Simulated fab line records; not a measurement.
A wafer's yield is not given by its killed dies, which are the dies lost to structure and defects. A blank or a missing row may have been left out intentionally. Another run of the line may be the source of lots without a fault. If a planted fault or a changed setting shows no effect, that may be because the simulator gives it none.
Matching of chambers + flow gf180mcu + GF_STI_CVD_23 on hdpcvd-01 has 3 sister chambers
The step deposits SiO2, target thk 650 nm, time 108.3 s. 14 wafers are shown with their chamber, then 7 later ones without.

== EACH WAFER AND ITS CHAMBER ==
| wafer  | chamber | susceptorTempC (C) |
|--------|---------|--------------------|
| L463.1 | 2       | 600.09             |
| L463.3 | 0       | 600.43             |
| L463.6 | 0       | 600.29             |
| L468.3 | 1       | 599.98             |
| L468.4 | 0       | 599.70             |
| L468.5 | 1       | 599.75             |
| L469.2 | 2       | 599.68             |
| L469.3 | 1       | 600.00             |
| L469.6 | 2       | 599.99             |
| L473.2 | 2       | 600.17             |
| L473.3 | 0       | 599.55             |
| L473.4 | 0       | 600.12             |
| L475.1 | 0       | 599.82             |
| L475.4 | 2       | 600.28             |

SIGNATURES (means of the wafers above)
| reading        | chamber 0 | chamber 1 | chamber 2 | scatter within a chamber |
|----------------|-----------|-----------|-----------|--------------------------|
| susceptorTempC | 599.9850  | 599.9100  | 600.0420  | 0.279                    |
Rule: a wafer lies at a distance from a chamber equal to the root of the sum of squares, over the readings, of (its reading less the chamber's mean, divided by the reading's scatter). If the next closest chamber is less than 2 further off than the closest, the wafer can't be placed; otherwise it belongs to the closest. The scatter is the square root of a quotient: the sum, over the shown wafers, of each reading's squared deviation from its chamber's mean, divided by wafers minus chambers.

== WAFERS WHOSE CHAMBER IS MISSING ==
| wafer  | susceptorTempC (C) |
|--------|--------------------|
| L475.5 | 600.10             |
| L478.1 | 599.73             |
| L478.4 | 600.24             |
| L478.6 | 600.10             |
| L486.1 | 599.63             |
| L486.2 | 600.11             |
| L486.3 | 600.40             |

== THE CHAMBER EACH PASSED THROUGH ==
| wafer  | from the rows above          | in truth |
|--------|------------------------------|----------|
| L475.5 | can't be placed: 2 or 0 or 1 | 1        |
| L478.1 | can't be placed: 1 or 0 or 2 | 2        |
| L478.4 | can't be placed: 2 or 0 or 1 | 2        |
| L478.6 | can't be placed: 2 or 0 or 1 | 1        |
| L486.1 | can't be placed: 1 or 0 or 2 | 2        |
| L486.2 | can't be placed: 2 or 0 or 1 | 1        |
| L486.3 | can't be placed: 2 or 0 or 1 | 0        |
Placed correctly: 0 of 7. Cannot be placed on the basis of these rows: 7; the candidates contain the true chamber in 7. Placed wrongly: 0.
